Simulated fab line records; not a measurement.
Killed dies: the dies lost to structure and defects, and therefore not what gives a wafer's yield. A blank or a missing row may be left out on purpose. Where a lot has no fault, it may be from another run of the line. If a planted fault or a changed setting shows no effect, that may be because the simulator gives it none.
Which of the tools did it? | flow gf180mcu | Sampling: 11 lots, 33 wafers, 6 of 602 route steps

== WHAT EACH GAUGE READ, for each wafer ==
GF_MVPSD_OVL_MEAS_07. Usual: MVPSD_OVL -0.4 nm, standard deviation 1.5.
lot  | measured     | on         | MVPSD_OVL (nm) | flag
L990 | day 5 01:41  | overlay-01 | 1.7 -0.1 -0.1  | 
L993 | day 5 17:20  | overlay-01 | -0.4 1.5 1.4   | 
L994 | day 5 22:50  | overlay-01 | -2.7 -0.4 0.2  | 
L996 | day 6 10:29  | overlay-02 | -3.4 -3.8 -1.1 | 
L997 | day 6 18:44  | overlay-01 | -2.3 -2.3 -1.7 | 
L998 | day 7 00:26  | overlay-02 | -2.2 -1.3 -2.2 | 
L999 | day 7 04:44  | overlay-01 | -1.8 -1.1 -1.1 | 
L100 | day 7 11:44  | overlay-02 | 0.7 0.2 -0.8   | 
L110 | day 9 23:35  | overlay-01 | - - -          | OFF
L112 | day 10 11:10 | overlay-01 | 2.3 2.8 2.8    | 
L113 | day 10 19:49 | overlay-01 | -1.2 -2.4 -2.9 | 

GF_MVPSD_TW_MEAS_11. Usual: MVPSD_TW 550, standard deviation 3.7.
lot  | measured     | on           | MVPSD_TW    | flag
L990 | day 5 02:07  | filmMetro-04 | 539 539 540 | 
L993 | day 5 17:46  | filmMetro-03 | 549 554 551 | 
L994 | day 5 23:16  | filmMetro-03 | 552 553 552 | 
L996 | day 6 10:55  | filmMetro-01 | 547 550 549 | 
L997 | day 6 19:11  | filmMetro-01 | 546 546 549 | 
L998 | day 7 00:52  | filmMetro-03 | 552 552 553 | 
L999 | day 7 05:10  | filmMetro-03 | 553 550 551 | 
L100 | day 7 12:11  | filmMetro-03 | 555 550 554 | 
L110 | day 10 00:01 | filmMetro-01 | 30 30 30    | OFF
L112 | day 10 11:37 | filmMetro-03 | 551 549 552 | 
L113 | day 10 20:16 | filmMetro-03 | 554 549 553 | 

GF_VT_IMPLANT_TW_MEAS_10. Usual: VT_IMPLANT_TW 563.8, standard deviation 2.7.
lot  | measured     | on           | VT_IMPLANT_TW     | flag
L990 | day 5 16:47  | filmMetro-03 | 565.2 561.0 564.1 | 
L993 | day 6 08:46  | filmMetro-02 | 562.3 564.7 565.6 | 
L994 | day 6 14:35  | filmMetro-02 | 566.8 565.1 565.4 | 
L996 | day 7 02:03  | filmMetro-03 | 565.3 566.9 565.0 | 
L997 | day 7 10:59  | filmMetro-02 | 561.3 560.9 563.2 | 
L998 | day 7 16:37  | filmMetro-02 | 564.8 560.5 558.8 | 
L999 | day 7 21:17  | filmMetro-02 | 565.0 561.5 565.1 | 
L100 | day 8 04:16  | filmMetro-01 | 561.0 559.8 562.4 | 
L110 | day 10 18:14 | filmMetro-02 | 691.8 688.4 688.9 | OFF
L112 | day 11 06:20 | filmMetro-01 | 562.6 562.5 561.7 | 
L113 | day 11 15:14 | filmMetro-03 | 563.2 564.4 563.7 | 

GF_V2_OVL_MEAS_15. Usual: V2_OVL 1 nm, standard deviation 5.
lot  | measured     | on         | V2_OVL (nm) | flag
L990 | day 20 06:15 | overlay-01 | 4 3 4       | 
L993 | day 21 04:33 | overlay-01 | 10 4 8      | 
L994 | day 21 20:49 | overlay-02 | -2 -5 -6    | 
L996 | day 22 09:58 | overlay-01 | -3 7 4      | 
L997 | day 23 04:08 | overlay-01 | -9 -3 -12   | 
L998 | day 23 09:01 | overlay-01 | 2 -6 6      | 
L999 | day 23 11:14 | overlay-01 | 4 -3 4      | 
L100 | day 24 03:25 | overlay-01 | 3 1 -5      | 
L110 | day 27 01:17 | overlay-02 | 0 0 -2      | 
L112 | day 27 21:06 | overlay-02 | -5 -4 -4    | 
L113 | day 28 00:32 | overlay-01 | 2 1 0       | 

== WHICH TOOL RAN EACH LOT (tool, then ch and the chambers of the sampled wafers, then the start) ==
lot  | GF_MVPSD_EXPOSE_04                 | GF_V1_CMP_04
L990 | ilineStepper-02 ch 0, day 4 18:41  | cmp-01 ch 0,3, day 17 01:31
L993 | ilineStepper-02 ch 0, day 5 09:58  | cmp-01 ch 1,2,3, day 18 00:47
L994 | ilineStepper-02 ch 0, day 5 16:02  | cmp-02 ch 0,3, day 18 17:59
L996 | ilineStepper-02 ch 0, day 6 03:06  | cmp-01 ch 0,2,3, day 19 05:59
L997 | ilineStepper-02 ch 0, day 6 11:26  | cmp-01 ch 2,3, day 20 01:17
L998 | ilineStepper-02 ch 0, day 6 16:56  | cmp-01 ch 0,2,3, day 20 07:03
L999 | ilineStepper-01 ch 0, day 6 20:49  | cmp-02 ch 0,1,3, day 20 08:57
L100 | ilineStepper-01 ch 0, day 7 04:23  | cmp-02 ch 0,3, day 21 02:26
L110 | ilineStepper-02 ch 0, day 9 15:07  | cmp-02 ch 0,2,3, day 24 06:05
L112 | ilineStepper-01 ch 0, day 10 02:22 | cmp-01 ch 0,3, day 25 03:17
L113 | ilineStepper-02 ch 0, day 10 10:57 | cmp-02 ch 1,2,3, day 25 07:13
- GF_MVPSD_EXPOSE_04: exposes mask MVPSD, target cd 1000 nm.
- GF_V1_CMP_04: polishes SiO2.

== WHAT THE TOOLS THEMSELVES READ (means of the sampled wafers that have a number; where no wafer has one, the mark that the record gives instead) ==
GF_MVPSD_EXPOSE_04. Usual: reticleTempC at 22.99 C, with a standard deviation of 0.11.
lot  | tool            | reticleTempC (C) | flag
L990 | ilineStepper-02 | 22.91            | 
L993 | ilineStepper-02 | 23.02            | 
L994 | ilineStepper-02 | 23.06            | 
L996 | ilineStepper-02 | 23.08            | 
L997 | ilineStepper-02 | 22.98            | 
L998 | ilineStepper-02 | 23.00            | 
L999 | ilineStepper-01 | 22.98            | 
L100 | ilineStepper-01 | 22.93            | 
L110 | ilineStepper-02 | 23.07            | 
L112 | ilineStepper-01 | 23.03            | 
L113 | ilineStepper-02 | 22.92            | 

GF_V1_CMP_04. Usual: headPressurePsi 4.000 psi, standard deviation 0.0088; motorCurrentA 12.1 A, standard deviation 1.6; timeToEndpointS 84 s, standard deviation 6.2.
lot  | tool   | headPressurePsi (psi) | motorCurrentA (A) | timeToEndpointS (s) | flag
L990 | cmp-01 | 3.991                 | 10.8              | 85                  | 
L993 | cmp-01 | 3.999                 | 10.7              | 85                  | 
L994 | cmp-02 | 3.999                 | 14.1              | 78                  | 
L996 | cmp-01 | 4.001                 | 11.3              | 84                  | 
L997 | cmp-01 | 3.996                 | 10.2              | 86                  | 
L998 | cmp-01 | 4.001                 | 10.9              | 87                  | 
L999 | cmp-02 | 4.006                 | 14.2              | 85                  | 
L100 | cmp-02 | 4.003                 | 14.6              | 85                  | 
L110 | cmp-02 | 3.995                 | 13.4              | 93                  | 
L112 | cmp-01 | 4.000                 | 10.7              | 85                  | 
L113 | cmp-02 | 4.000                 | 13.7              | 85                  | 

== THE ANSWER, worked out from the rows above alone ==
Rule: take the mean of a lot's wafers that have a number; if it is more than 3 standard deviations from the usual mean, the lot is off. Also off: a lot with no number at a reading for which 4 or more lots have one. The other lots that the step has rows for count as sound. The gauges are gone through in route order, then the tools' own readings, and for those a lot's mean is taken as printed above. The first step at which some lot is off is used, and at that step the reading that is off furthest; a lot without a number counts as furthest.
Off: L110, at GF_MVPSD_OVL_MEAS_07 (MVPSD_OVL). Without a number there: L110.
A tool fits if, at a process step before that reading, it ran every lot that is off, and no sound lot after the first of them. Not tried: the gauges at GF_MVPSD_OVL_MEAS_07; whatever is off there is also off at GF_MVPSD_TW_MEAS_11, on other tools, and gauge error can't account for it. None of those tried fits.

== WHAT THE SIMULATOR HAD PUT IN ==
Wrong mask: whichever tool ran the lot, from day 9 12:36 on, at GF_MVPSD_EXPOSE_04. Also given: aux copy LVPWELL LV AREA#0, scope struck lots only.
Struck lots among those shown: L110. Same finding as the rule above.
